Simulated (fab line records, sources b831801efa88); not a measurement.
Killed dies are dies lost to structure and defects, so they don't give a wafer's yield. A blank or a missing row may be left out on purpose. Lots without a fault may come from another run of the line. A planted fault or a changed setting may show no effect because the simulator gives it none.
fab line records | flow sky130
record lots=7 wafers=21 last_day=50
route steps=708 shown VT_ADJUST_LVTN@102 VT_ADJUST_NCORE@119
lots that met no fault: from a run of the same line without faults
start_h: hours from the record's first day to the start of the lot's first wafer shown | wait_h: hours since the lot's step before | " the same as in the row above | L1.1+2: a row that stands for several wafers | - no value, or no start given | * or withheld: withheld | < > ~ a bound
route shown NAME@n: a module of which the file shows steps, and the number in the route of the first | usual: mean/standard deviation of fault-free wafers | same: alike in all rows | chamber/n: place in a boat | sites: the reading at each site | _std_site: their standard deviation | _edge_site: outer sites' mean less inner sites' | radius_mm: how far each site lies from the wafer's centre | mask NAME#n: copy n | behind: the tool/chamber that last shaped the wafer | hold: why the lot was held/for how many hours/how that ended | device: the transistor (n, p or np) that didn't switch | end of line: the same wafers' tests at the end of the route | a step without rows: its recipe alone | killed: dies lost to structure and defects at the first sort, not the wafer's yield | map: a wafer's dies, x killed, . not, _ none there
set.NAME: the setting as run; set.NAME@STEP: as run at that earlier step | model.NAME: the simulator's own value behind a step, which no gauge read
lots at some steps of the route; a table a step, a row a wafer
services: from which hour (start_h, from the record's first day; less than 0 if before it) a tool's chamber was out of use, for how many hours, and why
## steps
# step SKY_VT_ADJUST_LVTN_PEB_05
# recipe temp_c=115 time_s=withheld
# step SKY_VT_ADJUST_LVTN_DEVELOP_06
# recipe wall_angle_deg=90 developer=TMAH develop_time_s=60 dev_temp_c=23
# step SKY_VT_ADJUST_LVTN_OVL_MEAS_07
# usual VT_ADJUST_LVTN_OVL=0.1/1.2
# columns lot.wafer tool chamber start_h wait_h VT_ADJUST_LVTN_OVL[nm]
L747.4 overlay-01 - 166.83 - 0.1
L747.5 " - " " 0.1
L747.6 " - " " 0.6
L751.2 overlay-01 - 194.59 - -1.5
L751.3 " - " " -0.7
L751.5 " - " " -1.3
L752.3 overlay-01 - 198.52 - 2.1
L752.4 " - " " 0.9
L752.5 " - " " 2.5
L755.1 overlay-02 - 226.21 - -1.0
L755.4 " - " " -2.8
L755.6 " - " " -1.7
L761.1 overlay-01 - 258.99 - -1.0
L761.4 " - " " -1.2
L761.6 " - " " -1.8
L764.1 overlay-01 - 278.14 - 0.5
L764.3 " - " " 1.0
L764.6 " - " " 3.1
L765.3 overlay-02 - 287.57 - 1.0
L765.5 " - " " 0.7
L765.6 " - " " -1.2
# step SKY_VT_ADJUST_LVTN_IMPLANT_08
# recipe species=B energy_kev=30 dose_cm2=1.57e+12 tilt_deg=withheld
# step SKY_VT_ADJUST_LVTN_STRIP_09
# recipe chemistry=O2/N2 power_w=1400 pressure_mtorr=1500 platen_temp_c=withheld o2_flow_sccm=3000 n2_flow_sccm=300 overash_fraction=0.5
# usual drypump_motor_current_A=6.0/0.59 oes_product_au=0.722/0.0049 strip_time_to_endpoint_s=36.90/0.1
# columns lot.wafer tool chamber start_h wait_h drypump_motor_current_A oes_product_au rf_hours_counter_h strip_time_to_endpoint_s
L747.4 plasma_asher-03 1 167.03 0.1 6.8 0.718 - 36.88
L747.5 " 0 " " 5.9 0.714 - 36.86
L747.6 " 1 " " 6.8 0.729 - 36.81
L751.2 plasma_asher-04 0 194.77 0.1 6.5 0.722 49 37.11
L751.3 " 0 " " 6.5 0.715 - 37.02
L751.5 " 0 " " 6.5 0.721 - 37.01
L752.3 plasma_asher-01 1 198.73 0.1 5.6 0.730 - 36.84
L752.4 " 0 " " 5.1 0.725 - 36.96
L752.5 " 0 " " 5.1 0.730 - 36.98
L755.1 plasma_asher-03 1 226.39 0.1 6.8 0.725 42 36.91
L755.4 " 1 " " 6.8 0.721 - 36.91
L755.6 " 1 " " 6.8 0.727 - 36.92
L761.1 plasma_asher-01 1 259.17 0.1 5.6 0.721 12 36.74
L761.4 " 0 " " 5.1 0.724 - 36.78
L761.6 " 1 " " 5.6 0.726 - 36.74
L764.1 plasma_asher-04 1 278.32 0.1 6.3 0.726 58 36.80
L764.3 " 1 " " 6.3 0.726 - 36.84
L764.6 " 1 " " 6.3 0.723 - 36.76
L765.3 plasma_asher-01 1 287.78 0.1 5.6 0.721 - 37.01
L765.5 " 1 " " 5.6 0.720 - 36.84
L765.6 " 0 " " 5.1 0.727 - 36.94
# step SKY_VT_ADJUST_LVTN_TW_MEAS_10
# usual VT_ADJUST_LVTN_TW=243.8/2.4
# columns lot.wafer tool chamber start_h wait_h VT_ADJUST_LVTN_TW
L747.4 film_metro-01 - 167.12 0.1 237.2
L747.5 " - " " 238.8
L747.6 " - " " 238.6
L751.2 film_metro-04 - 194.88 0.1 243.9
L751.3 " - " " 243.8
L751.5 " - " " 243.6
L752.3 film_metro-04 - 198.81 0.1 244.9
L752.4 " - " " 243.8
L752.5 " - " " 244.9
L755.1 film_metro-02 - 226.49 0.1 242.9
L755.4 " - " " 243.6
L755.6 " - " " 244.5
L761.1 film_metro-02 - 259.27 0.1 246.4
L761.4 " - " " 246.6
L761.6 " - " " 245.5
L764.1 film_metro-02 - 278.42 0.1 245.2
L764.3 " - " " 244.2
L764.6 " - " " 244.1
L765.3 film_metro-01 - 287.86 0.1 238.9
L765.5 " - " " 238.1
L765.6 " - " " 238.3
# step SKY_VT_ADJUST_LVTN_DEHYDRATE_11
# recipe temp_c=200 time_s=60
# step SKY_VT_ADJUST_LVTN_HMDS_12
# recipe prime_time_s=60 prime_temp_c=120
# step SKY_VT_ADJUST_LVTN_COAT_13
# recipe resist=NOVOLAK spin_rpm=3000 resist_thk_nm=1140
# step SKY_VT_ADJUST_LVTN_SOFTBAKE_14
# recipe temp_c=90 time_s=60 resist=NOVOLAK
# step SKY_VT_ADJUST_LVTN_EXPOSE_15
# recipe mask_id=HVN_STD_DERIVED na=0.6 source_shape=conventional sigma_outer=0.6 polarization=unpolarized target_cd_nm=600 dose_mj=163
# step SKY_VT_ADJUST_LVTN_PEB_16
# recipe temp_c=withheld time_s=* resist=NOVOLAK
# step SKY_VT_ADJUST_LVTN_DEVELOP_17
# recipe resist=NOVOLAK developer=TMAH develop_time_s=60 dev_temp_c=23
# usual developer_temp_C=22.99/0.12
# columns lot.wafer tool chamber start_h wait_h developer_temp_C
L747.4 litho_track-03 0 188.21 0.1 23.11
L747.5 " 0 " " 23.20
L747.6 " 0 " " 22.96
L751.2 litho_track-04 0 217.21 0.1 23.12
L751.3 " 0 " " 23.26
L751.5 " 0 " " 23.36
L752.3 litho_track-01 0 221.61 0.1 22.87
L752.4 " 0 " " 22.96
L752.5 " 0 " " 22.78
L755.1 litho_track-01 0 250.46 0.1 23.01
L755.4 " 0 " " 23.08
L755.6 " 0 " " 22.96
L761.1 litho_track-04 0 283.53 0.1 22.88
L761.4 " 0 " " 22.97
L761.6 " 0 " " 22.83
L764.1 litho_track-04 0 303.38 0.1 22.86
L764.3 " 0 " " 22.89
L764.6 " 0 " " 22.81
L765.3 litho_track-04 0 313.18 0.1 22.81
L765.5 " 0 " " 22.88
L765.6 " 0 " " 22.87
# step SKY_VT_ADJUST_LVTN_OVL_MEAS_18
# usual VT_ADJUST_LVTN_01_OVL=-0.9/1.5
# columns lot.wafer tool chamber start_h wait_h VT_ADJUST_LVTN_01_OVL[nm]
L747.4 overlay-02 - 188.30 0.1 0.1
L747.5 " - " " 0.2
L747.6 " - " " 0.1
L751.2 overlay-02 - 217.34 0.1 -0.8
L751.3 " - " " -0.4
L751.5 " - " " -0.7
L752.3 overlay-02 - 221.72 0.1 -2.5
L752.4 " - " " -2.9
L752.5 " - " " -2.7
L755.1 overlay-01 - 250.61 0.1 -0.7
L755.4 " - " " -0.4
L755.6 " - " " 0.8
L761.1 overlay-02 - 283.68 0.1 -
L761.4 " - " " -
L761.6 " - " " -
L764.1 overlay-01 - 303.53 0.1 -
L764.3 " - " " -0.9
L764.6 " - " " -
L765.3 overlay-02 - 313.30 0.1 -2.3
L765.5 " - " " -1.7
L765.6 " - " " -
# step SKY_VT_ADJUST_LVTN_IMPLANT_19
# recipe species=B energy_kev=30 dose_cm2=6.5e+11 tilt_deg=withheld
# step SKY_VT_ADJUST_LVTN_STRIP_20
# recipe chemistry=O2/N2 power_w=1400 pressure_mtorr=1500 platen_temp_c=withheld o2_flow_sccm=3000 n2_flow_sccm=300 overash_fraction=0.5
# usual drypump_motor_current_A=6.0/0.58 oes_product_au=0.715/0.0047 strip_time_to_endpoint_s=14.16/0.042
# columns lot.wafer tool chamber start_h wait_h drypump_motor_current_A oes_product_au rf_hours_counter_h strip_time_to_endpoint_s
L747.4 plasma_asher-03 0 188.51 0.1 5.9 0.722 - 14.13
L747.5 " 1 " " 6.8 0.713 - 14.12
L747.6 " 0 " " 5.9 0.721 - 14.09
L751.2 plasma_asher-04 1 217.52 0.1 6.3 0.715 52 14.16
L751.3 " 1 " " 6.3 0.717 - 14.15
L751.5 " 1 " " 6.3 0.719 - 14.13
L752.3 plasma_asher-03 1 221.93 0.1 6.8 0.709 - 14.16
L752.4 " 0 " " 5.9 0.715 - 14.12
L752.5 " 1 " " 6.8 0.715 - 14.16
L755.1 plasma_asher-04 1 250.79 0.1 6.3 0.726 55 14.12
L755.4 " 1 " " 6.3 0.713 - 14.20
L755.6 " 1 " " 6.3 0.711 - 14.11
L761.1 plasma_asher-04 1 283.87 0.1 6.3 0.716 59 14.25
L761.4 " 1 " " 6.3 0.708 - 14.24
L761.6 " 0 " " 6.5 0.713 - 14.30
L764.1 plasma_asher-01 0 303.72 0.1 5.1 0.713 17 14.23
L764.3 " 0 " " 5.0 0.716 - 14.21
L764.6 " 0 " " 5.1 0.718 - 14.24
L765.3 plasma_asher-01 1 313.50 0.1 5.6 0.715 - 14.18
L765.5 " 0 " " 5.1 0.720 - 14.19
L765.6 " 1 " " 5.6 0.720 - 14.12
# step SKY_VT_ADJUST_LVTN_TW_MEAS_21
# usual VT_ADJUST_LVTN_2_TW=188.7/2.1
# columns lot.wafer tool chamber start_h wait_h VT_ADJUST_LVTN_2_TW
L747.4 film_metro-02 - 188.60 0.1 189.1
L747.5 " - " " 189.0
L747.6 " - " " 189.3
L751.2 film_metro-04 - 217.63 0.1 190.0
L751.3 " - " " 189.4
L751.5 " - " " 189.9
L752.3 film_metro-01 - 222.01 0.1 186.1
L752.4 " - " " 186.9
L752.5 " - " " 186.6
L755.1 film_metro-01 - 250.89 0.1 184.8
L755.4 " - " " 185.0
L755.6 " - " " 185.8
L761.1 film_metro-02 - 283.97 0.1 30.3
L761.4 " - " " 30.3
L761.6 " - " " 30.3
L764.1 film_metro-04 - 303.82 0.1 30.2
L764.3 " - " " 189.6
L764.6 " - " " 30.3
L765.3 film_metro-02 - 313.59 0.1 190.5
L765.5 " - " " 189.6
L765.6 " - " " 30.2
# step SKY_VT_ADJUST_NCORE_DEHYDRATE_00
# recipe temp_c=200 time_s=60
## services
# columns tool chamber start_h hours kind
plasma_asher-01 - 182.78 4.0 pm
plasma_asher-01 - 203.59 14.6 pm
plasma_asher-04 - 299.81 2.1 repair
plasma_asher-03 - 312.41 5.4 pm
## key
first_sign step=SKY_VT_ADJUST_LVTN_OVL_MEAS_18 reading=VT_ADJUST_LVTN_01_OVL direction=missing
effect step=SKY_VT_ADJUST_LVTN_TW_MEAS_21 reading=VT_ADJUST_LVTN_2_TW direction=down sigmas=76 usual=188.7 struck=30.3
met_at SKY_VT_ADJUST_LVTN_DEVELOP_17
struck_wafers L761.1,L761.4,L761.6,L764.1,L764.6,L765.6
sort_left_out L761.1,L761.4,L761.6,L764.1,L764.6,L765.6
tester_left_out L761,L764,L765
onset_between 217.21 283.53
fault kind=process_parameter_drift tool=litho_track-04 chamber=- onset_h=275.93 steps=SKY_VT_ADJUST_LVTN_DEVELOP_17 channel=develop_time_s offset=* shape=step end_h=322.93 scope=struck_wafers_only acts_in=* stated=*
# tester_left_out: of these lots the tester's yield and bins aren't shown, on N5 and GAA mostly nor the transistor test; their killed dies are dies lost to structure and defects alone, not to doping, threshold or leakage, so they don't give the yield
# sort_left_out: the simulated sort isn't trusted on such a fault, so these wafers' sort isn't shown, and their yield isn't known
